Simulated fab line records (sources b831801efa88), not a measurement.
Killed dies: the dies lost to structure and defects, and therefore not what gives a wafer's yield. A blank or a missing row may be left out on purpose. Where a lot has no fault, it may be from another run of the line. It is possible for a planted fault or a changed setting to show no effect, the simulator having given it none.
fab line records	flow sky130
[record] lots = 13	wafers = 39	last_day = 50
route steps=708 shown LI_CONTACT@378 LOCAL_INTERCONNECT@387
lots that met no fault: from a run of the same line without faults
start_h: the number of hours between the record's first day and the start of the first shown wafer of the lot	wait_h: hours since the lot's step before	" repeats the value in the row above	L1.1+2: a single row standing in for several wafers	- either no value or no given start	* or withheld: withheld	< > ~ a bound
route shown NAME@n: a module of which the file shows steps, and the number in the route of the first	usual: mean and standard deviation over wafers with no fault	same: alike in all rows	chamber/n: place in a boat	sites: the reading at each site	_std_site: how widely they spread, as a standard deviation	_edge_site: the outer-site mean with the inner-site mean subtracted	radius_mm: how far each site lies from the wafer's centre	mask NAME#n: copy n	behind: the most recent tool/chamber to have shaped the wafer	hold: the reason the lot was held/the length of the hold in hours/how it ended	device: the transistor (n, p or np) that didn't switch	end of line: at the end of the route, the tests of the same wafers	where a step has no rows: the recipe by itself	killed: count of dies lost to structure and defects at first sort (not the wafer's yield)	map: a wafer's dies, x killed, . not, _ none there
set.NAME: the setting as run; set.NAME@STEP: as run at that earlier step	model.NAME: the simulator's own value behind a step, which no gauge read
steps of the route over a sample of lots; a table a step, a row a wafer
services: from which hour (start_h, from the record's first day; less than 0 if before it) a tool's chamber was out of use, for how many hours, and why
[[steps]]
[step SKY_LI_CONTACT_STRIP_16]
[recipe] chemistry = O2/N2	power_w = 1400	pressure_mtorr = 1500	platen_temp_c = withheld	o2_flow_sccm = 3000	n2_flow_sccm = 300	overash_fraction = 0.5
[usual] drypump_motor_current_A = 5.8/0.35	oes_product_au = 0.376/0.0053	strip_time_to_endpoint_s = 3.51/0.041
lot.wafer	tool	chamber	start_h	wait_h	drypump_motor_current_A	oes_product_au	rf_hours_counter_h	strip_time_to_endpoint_s
L712.3	plasma_asher-01	1	679.04	-	6.2	0.369	-	3.50
L712.5	"	0	"	"	5.4	0.369	-	3.50
L712.6	"	1	"	"	6.2	0.378	-	3.51
L713.2	plasma_asher-04	0	684.89	-	5.7	0.374	102	3.44
L713.4	"	0	"	"	5.7	0.375	-	3.54
L713.5	"	1	"	"	6.1	0.370	-	3.54
L717.1	plasma_asher-01	1	720.17	-	6.2	0.378	92	3.52
L717.3	"	0	"	"	5.4	0.375	-	3.50
L717.5	"	1	"	"	6.3	0.379	-	3.55
L718.2	plasma_asher-04	1	733.09	-	6.1	0.383	107	3.48
L718.3	"	1	"	"	6.1	0.376	-	3.52
L718.6	"	0	"	"	5.7	0.381	-	3.52
L719.3	plasma_asher-04	1	742.94	-	6.2	0.373	-	3.47
L719.5	"	0	"	"	5.7	0.376	-	3.52
L719.6	"	1	"	"	6.2	0.373	-	3.44
L720.1	plasma_asher-04	1	750.06	-	6.1	0.378	1	3.55
L720.4	"	1	"	"	6.2	0.384	-	3.54
L720.6	"	0	"	"	5.7	0.376	-	3.54
L721.4	plasma_asher-01	0	757.40	-	5.4	0.376	-	3.50
L721.5	"	1	"	"	6.3	0.385	-	3.49
L721.6	"	0	"	"	5.4	0.378	-	3.58
L722.1	plasma_asher-03	1	768.51	-	5.2	0.378	60	3.51
L722.2	"	0	"	"	5.9	0.380	60	3.58
L722.6	"	1	"	"	5.3	0.371	-	3.53
L724.1	plasma_asher-03	1	779.94	-	5.3	0.376	61	3.56
L724.2	"	0	"	"	5.9	0.384	61	3.50
L724.6	"	0	"	"	5.9	0.380	-	3.56
L728.1	plasma_asher-01	0	812.27	-	5.4	0.375	102	3.51
L728.5	"	1	"	"	6.2	0.384	-	3.56
L728.6	"	0	"	"	5.4	0.372	-	3.47
L731.2	plasma_asher-01	1	834.16	-	6.3	0.372	104	3.53
L731.3	"	1	"	"	6.2	0.370	-	3.49
L731.5	"	0	"	"	5.4	0.381	-	3.54
L732.2	plasma_asher-04	0	836.09	-	5.6	0.374	9	3.44
L732.5	"	1	"	"	6.1	0.375	-	3.41
L732.6	"	0	"	"	5.7	0.381	-	3.50
L733.1	plasma_asher-04	0	848.11	-	5.7	0.375	10	3.59
L733.2	"	1	"	"	6.1	0.379	10	3.45
L733.5	"	0	"	"	5.7	0.390	-	3.61
[step SKY_LI_CONTACT_SPUTTER_19]
[recipe] material = Ti	target_thk_nm = 20	chamber_pressure_pa = 5	power_w = 2500	substrate_temp_c = 200	time_s = 106.37
[usual] throttle_valve_pct = 30.6/1.2
lot.wafer	tool	chamber	start_h	wait_h	throttle_valve_pct
L712.3	pvd_sputter-02	-	679.32	0.0	31.5
L712.5	"	-	"	"	30.3
L712.6	"	-	"	"	31.6
L713.2	pvd_sputter-02	-	685.20	0.0	29.8
L713.4	"	-	"	"	31.9
L713.5	"	-	"	"	30.5
L717.1	pvd_sputter-02	-	720.46	0.0	31.4
L717.3	"	-	"	"	30.4
L717.5	"	-	"	"	31.7
L718.2	pvd_sputter-01	-	733.40	0.0	32.0
L718.3	"	-	"	"	31.2
L718.6	"	-	"	"	32.0
L719.3	pvd_sputter-01	-	743.38	0.0	31.2
L719.5	"	-	"	"	31.9
L719.6	"	-	"	"	28.6
L720.1	pvd_sputter-01	-	750.56	0.0	31.2
L720.4	"	-	"	"	31.9
L720.6	"	-	"	"	28.5
L721.4	pvd_sputter-04	-	757.68	0.0	32.5
L721.5	"	-	"	"	32.7
L721.6	"	-	"	"	28.7
L722.1	pvd_sputter-01	-	768.80	0.0	28.8
L722.2	"	-	"	"	31.8
L722.6	"	-	"	"	32.0
L724.1	pvd_sputter-01	-	780.25	0.0	30.8
L724.2	"	-	"	"	32.0
L724.6	"	-	"	"	28.6
L728.1	pvd_sputter-02	-	812.60	0.0	30.4
L728.5	"	-	"	"	31.6
L728.6	"	-	"	"	30.1
L731.2	pvd_sputter-02	-	834.45	0.0	30.3
L731.3	"	-	"	"	31.6
L731.5	"	-	"	"	29.8
L732.2	pvd_sputter-04	-	836.38	0.0	31.0
L732.5	"	-	"	"	32.4
L732.6	"	-	"	"	31.0
L733.1	pvd_sputter-01	-	848.42	0.0	32.1
L733.2	"	-	"	"	31.0
L733.5	"	-	"	"	32.1
[step SKY_LI_CONTACT_SPUTTER_20]
[recipe] material = TiN	target_thk_nm = 20	chamber_pressure_pa = 5	power_w = 4000	time_s = 80
[usual] throttle_valve_pct = 30.6/1.2
lot.wafer	tool	chamber	start_h	wait_h	throttle_valve_pct
L712.3	pvd_sputter-02	-	679.39	0.0	31.6
L712.5	"	-	"	"	30.7
L712.6	"	-	"	"	31.6
L713.2	pvd_sputter-02	-	685.27	0.0	29.7
L713.4	"	-	"	"	31.6
L713.5	"	-	"	"	30.2
L717.1	pvd_sputter-02	-	720.54	0.0	31.5
L717.3	"	-	"	"	30.3
L717.5	"	-	"	"	31.7
L718.2	pvd_sputter-01	-	733.47	0.0	31.7
L718.3	"	-	"	"	31.4
L718.6	"	-	"	"	32.2
L719.3	pvd_sputter-01	-	743.45	0.0	31.2
L719.5	"	-	"	"	32.0
L719.6	"	-	"	"	28.8
L720.1	pvd_sputter-01	-	750.63	0.0	31.2
L720.4	"	-	"	"	32.0
L720.6	"	-	"	"	28.5
L721.4	pvd_sputter-04	-	757.75	0.0	32.3
L721.5	"	-	"	"	32.4
L721.6	"	-	"	"	28.9
L722.1	pvd_sputter-01	-	768.88	0.0	28.7
L722.2	"	-	"	"	31.9
L722.6	"	-	"	"	32.0
L724.1	pvd_sputter-01	-	780.32	0.0	30.7
L724.2	"	-	"	"	32.2
L724.6	"	-	"	"	28.7
L728.1	pvd_sputter-02	-	812.75	0.1	30.4
L728.5	"	-	"	"	31.8
L728.6	"	-	"	"	30.2
L731.2	pvd_sputter-02	-	834.53	0.0	30.5
L731.3	"	-	"	"	31.8
L731.5	"	-	"	"	29.7
L732.2	pvd_sputter-04	-	836.46	0.0	31.0
L732.5	"	-	"	"	32.5
L732.6	"	-	"	"	31.1
L733.1	pvd_sputter-01	-	848.49	0.0	32.0
L733.2	"	-	"	"	31.3
L733.5	"	-	"	"	31.9
[step SKY_LOCAL_INTERCONNECT_SPUTTER_00]
[recipe] material = TiN	target_thk_nm = 100	temp_c = 300	power_w = 6255	time_s = 83.3	chamber_pressure_pa = 0.4
[usual] throttle_valve_pct = 30.5/1.1
lot.wafer	tool	chamber	start_h	wait_h	throttle_valve_pct
L712.3	pvd_sputter-03	-	680.18	0.2	30.9
L712.5	"	-	"	"	30.1
L712.6	"	-	"	"	30.9
L713.2	pvd_sputter-04	-	687.69	0.1	29.6
L713.4	"	-	"	"	31.0
L713.5	"	-	"	"	29.8
L717.1	pvd_sputter-04	-	721.20	0.2	29.6
L717.3	"	-	"	"	31.2
L717.5	"	-	"	"	29.8
L718.2	pvd_sputter-04	-	734.14	0.1	32.6
L718.3	"	-	"	"	31.4
L718.6	"	-	"	"	31.2
L719.3	pvd_sputter-04	-	744.12	0.2	31.0
L719.5	"	-	"	"	28.9
L719.6	"	-	"	"	30.8
L720.1	pvd_sputter-03	-	751.30	0.2	30.1
L720.4	"	-	"	"	31.2
L720.6	"	-	"	"	29.6
L721.4	pvd_sputter-03	-	758.42	0.1	31.2
L721.5	"	-	"	"	31.0
L721.6	"	-	"	"	30.0
L722.1	pvd_sputter-03	-	769.54	0.1	29.6
L722.2	"	-	"	"	30.9
L722.6	"	-	"	"	30.9
L724.1	pvd_sputter-04	-	780.99	0.2	32.5
L724.2	"	-	"	"	31.3
L724.6	"	-	"	"	32.8
L728.1	pvd_sputter-03	-	813.48	0.2	30.9
L728.5	"	-	"	"	30.9
L728.6	"	-	"	"	29.9
L731.2	pvd_sputter-01	-	835.30	0.1	28.7
L731.3	"	-	"	"	30.4
L731.5	"	-	"	"	30.6
L732.2	pvd_sputter-01	-	837.12	0.2	28.5
L732.5	"	-	"	"	28.8
L732.6	"	-	"	"	31.8
L733.1	pvd_sputter-04	-	849.16	0.1	33.0
L733.2	"	-	"	"	29.8
L733.5	"	-	"	"	31.1
[step SKY_LOCAL_INTERCONNECT_RS_MEAS_01]
[recipe] thk_meas_gauge = four-point-probe	reads = TiN_of_LOCAL_INTERCONNECT_SPUTTER_00
[usual] LOCAL_INTERCONNECT_TIN_RS = 14.75/0.18
lot.wafer	tool	chamber	start_h	wait_h	hold	LOCAL_INTERCONNECT_TIN_RS[ohm/sq]
L712.3	film_metro-01	-	680.30	0.1	-	14.98
L712.5	"	-	"	"	-	14.72
L712.6	"	-	"	"	-	14.82
L713.2	film_metro-02	-	687.78	0.1	-	14.73
L713.4	"	-	"	"	-	14.96
L713.5	"	-	"	"	-	14.72
L717.1	film_metro-02	-	721.27	0.0	-	14.50
L717.3	"	-	"	"	-	14.76
L717.5	"	-	"	"	-	14.56
L718.2	film_metro-04	-	734.22	0.1	-	14.52
L718.3	"	-	"	"	-	14.76
L718.6	"	-	"	"	-	14.75
L719.3	film_metro-02	-	744.22	0.1	-	14.77
L719.5	"	-	"	"	-	14.49
L719.6	"	-	"	"	-	14.71
L720.1	film_metro-04	-	751.36	0.0	-	14.60
L720.4	"	-	"	"	-	14.66
L720.6	"	-	"	"	-	14.41
L721.4	film_metro-04	-	758.54	0.1	-	15.07
L721.5	"	-	"	"	-	15.04
L721.6	"	-	"	"	-	14.76
L722.1	film_metro-04	-	769.61	0.0	-	14.54
L722.2	"	-	"	"	-	14.91
L722.6	"	-	"	"	-	14.96
L724.1	film_metro-04	-	781.05	0.0	-	14.49
L724.2	"	-	"	"	-	14.59
L724.6	"	-	"	"	-	14.43
L728.1	film_metro-02	-	813.54	0.0	await_dispo/0.2h/release	10.01
L728.5	"	-	"	"	await_dispo/0.2h/release	10.01
L728.6	"	-	"	"	await_dispo/0.2h/release	14.60
L728.1	film_metro-02	-	813.82	0.3	-	10.02
L728.5	"	-	"	"	-	10.00
L728.6	"	-	"	"	-	14.63
L731.2	film_metro-02	-	835.39	0.1	-	14.74
L731.3	"	-	"	"	-	14.84
L731.5	"	-	"	"	-	14.94
L732.2	film_metro-02	-	837.21	0.1	-	14.56
L732.5	"	-	"	"	-	14.58
L732.6	"	-	"	"	-	14.71
L733.1	film_metro-02	-	849.22	0.0	-	14.64
L733.2	"	-	"	"	-	14.51
L733.5	"	-	"	"	-	14.84
[step SKY_LOCAL_INTERCONNECT_THK_MEAS_02]
[recipe] thk_meas_gauge = xrf	reads = TiN_of_LOCAL_INTERCONNECT_SPUTTER_00
[usual] LOCAL_INTERCONNECT_TIN_THK = 96.8/1.4
lot.wafer	tool	chamber	start_h	wait_h	hold	LOCAL_INTERCONNECT_TIN_THK[nm]
L712.3	film_metro-01	-	680.40	0.1	-	96.2
L712.5	"	-	"	"	-	97.8
L712.6	"	-	"	"	-	97.2
L713.2	film_metro-02	-	687.89	0.1	-	96.6
L713.4	"	-	"	"	-	94.4
L713.5	"	-	"	"	-	96.1
L717.1	film_metro-02	-	721.39	0.1	-	97.5
L717.3	"	-	"	"	-	95.8
L717.5	"	-	"	"	-	97.4
L718.2	film_metro-04	-	734.33	0.1	-	98.9
L718.3	"	-	"	"	-	98.1
L718.6	"	-	"	"	-	97.7
L719.3	film_metro-02	-	744.32	0.1	-	95.5
L719.5	"	-	"	"	-	97.7
L719.6	"	-	"	"	-	96.3
L720.1	film_metro-04	-	751.48	0.1	-	98.7
L720.4	"	-	"	"	-	97.5
L720.6	"	-	"	"	-	99.4
L721.4	film_metro-04	-	758.63	0.1	-	95.7
L721.5	"	-	"	"	-	95.8
L721.6	"	-	"	"	-	97.9
L722.1	film_metro-04	-	769.73	0.1	-	98.8
L722.2	"	-	"	"	-	96.2
L722.6	"	-	"	"	-	96.3
L724.1	film_metro-04	-	781.17	0.1	-	99.4
L724.2	"	-	"	"	-	98.5
L724.6	"	-	"	"	-	98.9
L728.1	film_metro-02	-	817.08	3.2	await_dispo/0.2h/release	139.4
L728.5	"	-	"	"	await_dispo/0.2h/release	139.4
L728.6	"	-	"	"	await_dispo/0.2h/release	96.5
L728.1	film_metro-02	-	817.31	0.2	-	139.0
L728.5	"	-	"	"	-	139.1
L728.6	"	-	"	"	-	96.5
L731.2	film_metro-02	-	835.50	0.1	-	96.1
L731.3	"	-	"	"	-	95.8
L731.5	"	-	"	"	-	95.1
L732.2	film_metro-02	-	837.32	0.1	-	97.1
L732.5	"	-	"	"	-	97.0
L732.6	"	-	"	"	-	96.4
L733.1	film_metro-02	-	849.34	0.1	-	96.6
L733.2	"	-	"	"	-	97.2
L733.5	"	-	"	"	-	95.4
[step SKY_LOCAL_INTERCONNECT_METAL_ETCH_14]
[recipe] target_depth_nm = 110	stop_on = PSG	chemistry = Cl2/BCl3	target = TiN	resist_sidewall_deg = 88	pressure_mtorr = 10	icp_w = 900	bias_w = 48.5	Cl2_flow_sccm = 60	bcl3_flow_sccm = 30	time_s = 31.4
[usual] drypump_motor_current_A = 5.7/0.34	oes_product_au = 0.919/0.0079	throttle_valve_pct = 21.916/0.0097
lot.wafer	tool	chamber	start_h	wait_h	drypump_motor_current_A	oes_product_au	rf_hours_counter_h	throttle_valve_pct
L712.3	rie_metal-04	0	708.91	0.0	5.5	0.907	-	21.920
L712.5	"	1	"	"	6.4	0.920	-	21.924
L712.6	"	0	"	"	5.5	0.923	-	21.890
L713.2	rie_metal-02	1	715.72	0.0	5.8	0.918	4	21.914
L713.4	"	0	"	"	5.5	0.914	-	21.925
L713.5	"	0	"	"	5.5	0.918	-	21.916
L717.1	rie_metal-01	0	749.34	0.0	5.7	0.921	10	21.907
L717.3	"	0	"	"	5.7	0.918	-	21.916
L717.5	"	1	"	"	5.5	0.923	-	21.903
L718.2	rie_metal-02	0	762.98	0.0	5.4	0.925	14	21.913
L718.3	"	1	"	"	5.8	0.920	-	21.916
L718.6	"	1	"	"	5.8	0.926	-	21.912
L719.3	rie_metal-01	1	771.79	0.0	5.5	0.914	-	21.902
L719.5	"	0	"	"	5.7	0.929	-	21.906
L719.6	"	1	"	"	5.4	0.919	-	21.916
L720.1	rie_metal-04	1	778.89	0.0	6.4	0.919	14	21.924
L720.4	"	0	"	"	5.5	0.920	-	21.905
L720.6	"	0	"	"	5.5	0.929	-	21.910
L721.4	rie_metal-04	0	785.95	0.0	5.5	0.908	-	21.945
L721.5	"	0	"	"	5.5	0.912	-	21.919
L721.6	"	1	"	"	6.5	0.916	-	21.915
L722.1	rie_metal-04	0	797.44	0.0	5.5	0.918	1	21.923
L722.2	"	1	"	"	6.4	0.917	15	21.922
L722.6	"	0	"	"	5.5	0.913	-	21.907
L724.1	rie_metal-01	1	807.99	0.0	5.5	0.930	6	21.920
L724.2	"	0	"	"	5.7	0.918	11	21.902
L724.6	"	0	"	"	5.7	0.926	-	21.904
L728.1	rie_metal-04	0	839.55	0.1	5.5	1.021	3	21.851
L728.5	"	0	"	"	5.5	1.010	-	21.857
L728.6	"	0	"	"	5.5	0.916	-	21.911
L731.2	rie_metal-04	0	861.41	0.1	5.5	0.913	-	21.914
L731.3	"	0	"	"	5.5	0.912	-	21.916
L731.5	"	0	"	"	5.5	0.907	-	21.936
L732.2	rie_metal-01	0	864.04	0.0	5.7	0.921	14	21.909
L732.5	"	1	"	"	5.4	0.921	-	21.912
L732.6	"	0	"	"	5.7	0.920	-	21.929
L733.1	rie_metal-02	1	875.02	0.0	5.9	0.911	10	21.912
L733.2	"	0	"	"	5.4	0.928	1	21.926
L733.5	"	1	"	"	5.9	0.914	-	21.906
[[services]]
tool	chamber	start_h	hours	kind
rie_metal-01	-	657.48	14.6	pm
plasma_asher-01	-	658.28	14.6	pm
pvd_sputter-02	-	686.89	3.8	repair
rie_metal-04	0	688.33	3.2	repair
pvd_sputter-01	-	713.60	0.6	repair
rie_metal-04	1	717.63	8.1	repair
pvd_sputter-02	-	725.95	1.3	repair
rie_metal-01	-	728.47	0.7	repair
plasma_asher-03	-	730.35	4.8	repair
plasma_asher-04	-	733.75	9.0	pm
rie_metal-04	0	739.93	6.8	repair
pvd_sputter-04	-	745.36	0.6	repair
pvd_sputter-04	-	750.07	2.2	repair
rie_metal-01	-	753.82	2.8	pm
plasma_asher-01	-	770.57	2.8	pm
plasma_asher-04	-	796.34	5.1	repair
pvd_sputter-03	-	802.00	1.0	repair
pvd_sputter-04	-	817.12	1.9	repair
rie_metal-02	-	818.02	0.3	repair
pvd_sputter-01	-	821.23	1.0	repair
rie_metal-04	1	837.16	9.7	repair
rie_metal-01	-	850.31	1.0	repair
rie_metal-01	-	866.07	0.2	repair
plasma_asher-01	-	869.31	4.2	repair
[[key]]
[first_sign] step = SKY_LOCAL_INTERCONNECT_RS_MEAS_01	reading = visit	direction = added
[effect] step = SKY_LOCAL_INTERCONNECT_RS_MEAS_01	reading = LOCAL_INTERCONNECT_TIN_RS	direction = down	sigmas = 26	usual = 14.75	struck = 10.01
[effect] step = SKY_LOCAL_INTERCONNECT_THK_MEAS_02	reading = visit	direction = added
[effect] step = SKY_LOCAL_INTERCONNECT_THK_MEAS_02	reading = LOCAL_INTERCONNECT_TIN_THK	direction = up	sigmas = 29	usual = 96.8	struck = 139.4
[effect] step = SKY_LOCAL_INTERCONNECT_METAL_ETCH_14	reading = oes_product_au	direction = up	sigmas = 12	usual = 0.919	struck = 1.016
met_at SKY_LOCAL_INTERCONNECT_SPUTTER_00
struck_lots L728
struck_wafers L728.1,L728.5
later_rows_left_out L728.1,L728.5
sort_left_out L728.1,L728.5
tester_left_out L728
not_acting_at SKY_LI_CONTACT_STRIP_16,SKY_LI_CONTACT_SPUTTER_19,SKY_LI_CONTACT_SPUTTER_20
onset_between 751.30 813.48
[fault] kind = process_parameter_drift	tool = pvd_sputter-03	chamber = -	onset_h = 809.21	steps = SKY_LOCAL_INTERCONNECT_SPUTTER_00	channel = time_s	offset = *	shape = step	end_h = 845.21	acts_in = *	stated = *	scope = struck_wafers_only
// tester_left_out: of these lots the tester's yield and bins aren't shown, on N5 and GAA mostly nor the transistor test; their killed dies are dies lost to structure and defects alone, not to doping, threshold or leakage, so they don't give the yield
// sort_left_out: the simulated sort isn't trusted on such a fault, so these wafers' sort isn't shown, and their yield isn't known
// later_rows_left_out: the simulator's readings of these wafers behind a module that went badly wrong aren't trusted and aren't shown, but for the sort
